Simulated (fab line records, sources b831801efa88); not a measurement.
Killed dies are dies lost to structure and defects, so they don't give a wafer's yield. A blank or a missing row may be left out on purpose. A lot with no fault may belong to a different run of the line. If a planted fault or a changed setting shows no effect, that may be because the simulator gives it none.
A struck lot beside a sound one :: flow gf180mcu :: 32 out of 602 route steps
Sound: wafers L816.2, L816.3, L816.4. Wafers L810.1, L810.4, L810.5 were the ones struck. At the end, the cause is stated.
For every step that has rows: the tool of each side, followed by ch and its chambers, followed by its first start. Under that, the readings that differ: sound wafers :: struck wafers :: difference of the means :: sigmas: that difference in standard deviations of wafers without a fault.
alike: a reading whose means differ by less than 2 such deviations, as well as words and numbers matching on both sides. not compared: withheld readings; readings where some wafer has no value; bounds like >300 that might hide an equal value; numbers whose values overlap and for which the record gives no deviation.
Wherever a step has rows on one side only, a row that says differs or no value, or a row with sigmas, the two part there. Numbers that have no deviation but don't overlap get no sigmas and don't part them. Lack of a reading on every wafer of one side parts them only where that side has two or more wafers.

GF_HV_LDD_TW_MEAS_23:
  sound on filmMetro-04 at day 16 00:53; struck on filmMetro-03 at day 14 03:38
  alike: HV_LDD_2_TW
then, 7 steps without rows for these wafers: GF_HV_LDD_DEHYDRATE_24 (time 60 s); GF_HV_LDD_HMDS_25 (prime time 60 s); GF_HV_LDD_COAT_26 (resist thk 1000 nm); GF_HV_LDD_SOFTBAKE_27 (time 60 s); GF_HV_LDD_EXPOSE_28 (exposes mask Nplus HV AREA, target cd 400 nm); GF_HV_LDD_PEB_29; GF_HV_LDD_DEVELOP_30 (develop time 60 s).
GF_HV_LDD_CD_MEAS_31: target cd 400 nm.
  sound on cdSem-02 at day 16 23:20; struck on cdSem-02 at day 15 00:36
  alike: cdNm
GF_HV_LDD_OVL_MEAS_32:
  sound on overlay-01 at day 16 23:27; struck on overlay-01 at day 15 00:43
  alike: HV_LDD_02_OVL
then, 2 steps without rows for these wafers: GF_HV_LDD_IMPLANT_33; GF_HV_LDD_IMPLANT_34.
GF_HV_LDD_IMPLANT_35:
  sound on implanter-01 ch 0, day 16 23:48; struck on implanter-02, day 15 01:04
  no value came back on the struck wafers for beamEnergyKeV, beamOnS (s), faradayCurrentUA, rotationDeg (degrees); on the sound wafers beamEnergyKeV reads 60.003 60.027 60.012
following that, these wafers have no rows for 1 step: GF_HV_LDD_IMPLANT_36.
GF_HV_LDD_STRIP_37: strips in O2/N2.
  sound on plasmaAsher-04 ch 0,1, day 17 00:05; struck on plasmaAsher-02 ch 0,1, day 15 01:22
reading: drypumpMotorCurrentA (A)
sound: 6.6 6.1 6.6
struck: 5.2 5.7 5.2
difference: -1.1
sigmas: -2
  alike: heaterPowerW, o2FlowSccm, oesProductAu, stripTimeToEndpointS
  not compared: rfHoursCounterH
GF_HV_LDD_TW_MEAS_38:
  sound on filmMetro-02 at day 17 00:14; struck on filmMetro-02 at day 15 01:28
reading: HV_LDD_3_TW
sound: 1463 1457 1464
struck: 1338 1336 1341
difference: -123
sigmas: -7
then, 7 steps without rows for these wafers: GF_HV_LDD_DEHYDRATE_39 (time 60 s); GF_HV_LDD_HMDS_40 (prime time 60 s); GF_HV_LDD_COAT_41 (resist thk 1000 nm); GF_HV_LDD_SOFTBAKE_42 (time 60 s); GF_HV_LDD_EXPOSE_43 (exposes mask Pplus HV AREA, target cd 400 nm); GF_HV_LDD_PEB_44; GF_HV_LDD_DEVELOP_45 (develop time 60 s).
GF_HV_LDD_CD_MEAS_46: target cd 400 nm.
  sound on cdSem-01 at day 17 23:13; struck on cdSem-01 at day 15 22:22
  alike: cdNm
GF_HV_LDD_OVL_MEAS_47:
  sound on overlay-02 at day 17 23:20; struck on overlay-02 at day 15 22:29
  alike: HV_LDD_03_OVL
following that, these wafers have no rows for 1 step: GF_HV_LDD_IMPLANT_48.
GF_HV_LDD_STRIP_49: strips in O2/N2.
  sound on plasmaAsher-02 ch 0,1, day 17 23:31; struck on plasmaAsher-02 ch 0,1, day 15 22:41
  alike: drypumpMotorCurrentA, heaterPowerW, o2FlowSccm, oesProductAu, stripTimeToEndpointS
  not compared: rfHoursCounterH
GF_HV_LDD_TW_MEAS_50:
  sound on filmMetro-04 at day 17 23:37; struck on filmMetro-02 at day 15 22:47
  alike: HV_LDD_4_TW
then, 1 step without rows for these wafers: GF_HV_LDD_CLEAN_51 (cleans in SC1/SC2, time 150 s).
GF_HV_LDD_RTA_52: time 10 s.
  sound on rtpAnneal-02 ch 0, day 17 23:44; struck on rtpAnneal-02 ch 0, day 15 22:53
  alike: lampPowerPct, wafer_temp_C_max
GF_HV_LDD_RS_MEAS_53: the measuring method here is four-point-probe.
  sound on filmMetro-03 at day 17 23:48; struck on filmMetro-04 at day 15 22:58
reading: HV_LDD_RS (ohm/sq)
sound: 419.2 419.5 419.2
struck: 439.8 439.8 439.2
difference: +20.3
sigmas: +24
then, 1 step without rows for these wafers: GF_HV_LDD_CVD_54 (deposits SiO2 from TEOS, target thk 10 nm, time 75 s).

## WHERE THEY PART
At GF_HV_LDD_IMPLANT_35 first; at GF_HV_LDD_RS_MEAS_53 last (within this record only).

WHY: the cause the simulator had injected
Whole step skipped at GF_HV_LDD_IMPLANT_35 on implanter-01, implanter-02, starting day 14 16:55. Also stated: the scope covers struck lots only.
